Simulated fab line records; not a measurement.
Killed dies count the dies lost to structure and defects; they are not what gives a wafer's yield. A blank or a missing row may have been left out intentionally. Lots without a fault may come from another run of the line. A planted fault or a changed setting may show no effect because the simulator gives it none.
What tool caused it? :: flow sky130 :: 10 lots, 30 wafers sampled, at 4 steps of a route of 708

== WHAT THE GAUGES SHOWED, per wafer ==
SKY_DNWELL_TW_MEAS_09. Usual: DNWELL_TW 1122, standard deviation 7.6.
lot: L567
measured: day 3 12:21
on: filmMetro-01
DNWELL_TW: 1121 1121 1115
flag: 

lot: L571
measured: day 4 07:17
on: filmMetro-01
DNWELL_TW: 1139 1143 1139
flag: 

lot: L575
measured: day 5 04:02
on: filmMetro-01
DNWELL_TW: 1121 1123 1121
flag: 

lot: L576
measured: day 5 11:32
on: filmMetro-03
DNWELL_TW: 1102 1100 1103
flag: 

lot: L577
measured: day 5 13:48
on: filmMetro-04
DNWELL_TW: 1122 1126 1117
flag: 

lot: L584
measured: day 7 04:09
on: filmMetro-01
DNWELL_TW: 1121 1123 1119
flag: 

lot: L586
measured: day 7 21:23
on: filmMetro-01
DNWELL_TW: 1118 1121 1116
flag: 

lot: L587
measured: day 8 02:44
on: filmMetro-01
DNWELL_TW: 1120 1127 1125
flag: 

lot: L588
measured: day 8 03:41
on: filmMetro-01
DNWELL_TW: 1122 1120 1136
flag: 

lot: L589
measured: day 8 08:35
on: filmMetro-01
DNWELL_TW: 1122 1116 1120
flag: 

SKY_VT_ADJUST_HVTR_CD_MEAS_07 targets a cd of 380 nm. Usual: cdNm at 379.3 nm, with a standard deviation of 2.6.
lot: L567
measured: day 9 19:29
on: cdSem-02
cdNm (nm): 383.3 382.1 384.5
flag: 

lot: L571
measured: day 10 20:33
on: cdSem-02
cdNm (nm): 379.4 375.5 380.7
flag: 

lot: L575
measured: day 11 22:30
on: cdSem-02
cdNm (nm): 382.5 381.0 379.3
flag: 

lot: L576
measured: day 12 09:43
on: cdSem-02
cdNm (nm): 379.9 381.0 379.1
flag: 

lot: L577
measured: day 12 17:24
on: cdSem-02
cdNm (nm): 381.9 382.1 378.4
flag: 

lot: L584
measured: day 14 21:06
on: cdSem-01
cdNm (nm): 379.0 376.9 379.4
flag: 

lot: L586
measured: day 15 19:50
on: cdSem-01
cdNm (nm): 376.7 378.5 377.8
flag: 

lot: L587
measured: day 16 02:47
on: cdSem-02
cdNm (nm): 378.0 378.1 377.3
flag: 

lot: L588
measured: day 16 04:29
on: cdSem-02
cdNm (nm): 370.8 373.9 374.5
flag: 

lot: L589
measured: day 16 08:09
on: cdSem-01
cdNm (nm): 377.7 376.3 376.7
flag: 

SKY_POLY_GATE_THK_MEAS_01. Usual: POLY_GATE_CVD_00_THK 179.1 nm, standard deviation 1.6.
lot: L567
measured: day 14 09:11
on: filmMetro-03
POLY_GATE_CVD_00_THK (nm): 181.1 181.6 181.2
flag: 

lot: L571
measured: day 15 10:14
on: filmMetro-03
POLY_GATE_CVD_00_THK (nm): 180.2 180.0 180.0
flag: 

lot: L575
measured: day 16 22:36
on: filmMetro-01
POLY_GATE_CVD_00_THK (nm): 156.8 157.2 156.1 156.7 157.2 156.2
flag: OFF

lot: L576
measured: day 17 10:18
on: filmMetro-01
POLY_GATE_CVD_00_THK (nm): 157.8 157.1 156.9 158.0 157.2 157.0
flag: OFF

lot: L577
measured: day 17 17:16
on: filmMetro-02
POLY_GATE_CVD_00_THK (nm): 154.1 154.9 155.5 154.4 154.9 155.4
flag: OFF

lot: L584
measured: day 20 09:23
on: filmMetro-01
POLY_GATE_CVD_00_THK (nm): 178.2 176.8 177.1
flag: 

lot: L586
measured: day 21 05:44
on: filmMetro-02
POLY_GATE_CVD_00_THK (nm): 178.2 178.2 179.9
flag: 

lot: L587
measured: day 21 12:44
on: filmMetro-02
POLY_GATE_CVD_00_THK (nm): 176.7 177.3 176.6
flag: 

lot: L588
measured: day 21 15:35
on: filmMetro-02
POLY_GATE_CVD_00_THK (nm): 178.7 178.5 179.0
flag: 

lot: L589
measured: day 21 20:50
on: filmMetro-01
POLY_GATE_CVD_00_THK (nm): 177.4 180.2 178.6
flag: 

== TOOL THAT RAN EACH LOT (tool first, then ch and the chambers of the sampled wafers, then the start) ==
lot: L567
SKY_POLY_GATE_CVD_00: lpcvd-01 ch 0, day 14 07:58

lot: L571
SKY_POLY_GATE_CVD_00: lpcvd-01 ch 0, day 15 09:02

lot: L575
SKY_POLY_GATE_CVD_00: lpcvd-01 ch 0, day 16 21:23

lot: L576
SKY_POLY_GATE_CVD_00: lpcvd-01 ch 1, day 17 08:30

lot: L577
SKY_POLY_GATE_CVD_00: lpcvd-01 ch 1, day 17 16:04

lot: L584
SKY_POLY_GATE_CVD_00: lpcvd-01 ch 1, day 20 07:34

lot: L586
SKY_POLY_GATE_CVD_00: lpcvd-01 ch 0, day 21 03:56

lot: L587
SKY_POLY_GATE_CVD_00: lpcvd-01 ch 0, day 21 10:56

lot: L588
SKY_POLY_GATE_CVD_00: lpcvd-01 ch 1, day 21 13:47

lot: L589
SKY_POLY_GATE_CVD_00: lpcvd-01 ch 0, day 21 19:01
- SKY_POLY_GATE_CVD_00: deposits poly-Si, target thk 180 nm, time 720 s.

== AS READ BY THE TOOLS THEMSELVES (means over the sampled wafers that have a number; for cases with no such wafer, the mark the record gives instead) ==
SKY_POLY_GATE_CVD_00. Usual: spikeTcBottomC 639.4 C, standard deviation 1.1; spikeTcCentreC 621.9 C, standard deviation 1.3; spikeTcLowerC 621.7 C, standard deviation 1.1; spikeTcTopC 636.3 C, standard deviation 1.7; spikeTcUpperC 620.7 C, standard deviation 1.6.
lot: L567
tool: lpcvd-01
spikeTcBottomC (C): 639.4
spikeTcCentreC (C): 621.4
spikeTcLowerC (C): 620.9
spikeTcTopC (C): 635.0
spikeTcUpperC (C): 621.1
flag: 

lot: L571
tool: lpcvd-01
spikeTcBottomC (C): 640.7
spikeTcCentreC (C): 620.1
spikeTcLowerC (C): 621.4
spikeTcTopC (C): 635.1
spikeTcUpperC (C): 621.3
flag: 

lot: L575
tool: lpcvd-01
spikeTcBottomC (C): 633.4
spikeTcCentreC (C): 614.8
spikeTcLowerC (C): 615.8
spikeTcTopC (C): 629.0
spikeTcUpperC (C): 616.6
flag: OFF

lot: L576
tool: lpcvd-01
spikeTcBottomC (C): 633.2
spikeTcCentreC (C): 616.9
spikeTcLowerC (C): 615.0
spikeTcTopC (C): 631.2
spikeTcUpperC (C): 613.8
flag: OFF

lot: L577
tool: lpcvd-01
spikeTcBottomC (C): 632.4
spikeTcCentreC (C): 616.3
spikeTcLowerC (C): 615.6
spikeTcTopC (C): 632.6
spikeTcUpperC (C): 613.2
flag: OFF

lot: L584
tool: lpcvd-01
spikeTcBottomC (C): 639.1
spikeTcCentreC (C): 622.0
spikeTcLowerC (C): 621.5
spikeTcTopC (C): 637.5
spikeTcUpperC (C): 619.6
flag: 

lot: L586
tool: lpcvd-01
spikeTcBottomC (C): 639.4
spikeTcCentreC (C): 620.9
spikeTcLowerC (C): 621.8
spikeTcTopC (C): 635.6
spikeTcUpperC (C): 621.5
flag: 

lot: L587
tool: lpcvd-01
spikeTcBottomC (C): 639.9
spikeTcCentreC (C): 621.8
spikeTcLowerC (C): 621.5
spikeTcTopC (C): 635.2
spikeTcUpperC (C): 621.9
flag: 

lot: L588
tool: lpcvd-01
spikeTcBottomC (C): 638.5
spikeTcCentreC (C): 623.2
spikeTcLowerC (C): 622.0
spikeTcTopC (C): 638.0
spikeTcUpperC (C): 619.1
flag: 

lot: L589
tool: lpcvd-01
spikeTcBottomC (C): 640.1
spikeTcCentreC (C): 621.2
spikeTcLowerC (C): 621.7
spikeTcTopC (C): 634.7
spikeTcUpperC (C): 621.1
flag: 

== THE ANSWER, worked out from the rows above alone ==
Rule: a lot is off if the mean of its wafers that have a number lies more than 3 standard deviations from the usual mean. A lot without any number at a reading at which 4 lots or more have one is off too. Where the step has rows for the other lots, those lots are counted as sound. Order of review: gauges by route order, followed by the tools' own readings, for which a lot's mean as printed above is used. At the first step where some lot is off, the reading lying furthest off is the one used; lots without a number count as furthest.
Off: L575, L576, L577, at SKY_POLY_GATE_THK_MEAS_01 (POLY_GATE_CVD_00_THK).
If a tool, at a process step before that reading, ran all the lots that are off and no sound lot after the first of them, it fits. Not tried: the gauges at SKY_POLY_GATE_THK_MEAS_01; whatever is off there is also off at SKY_POLY_GATE_CVD_00, on other tools, and gauge error can't account for it. None of those tried fits.

== WHAT WAS PUT IN BY THE SIMULATOR ==
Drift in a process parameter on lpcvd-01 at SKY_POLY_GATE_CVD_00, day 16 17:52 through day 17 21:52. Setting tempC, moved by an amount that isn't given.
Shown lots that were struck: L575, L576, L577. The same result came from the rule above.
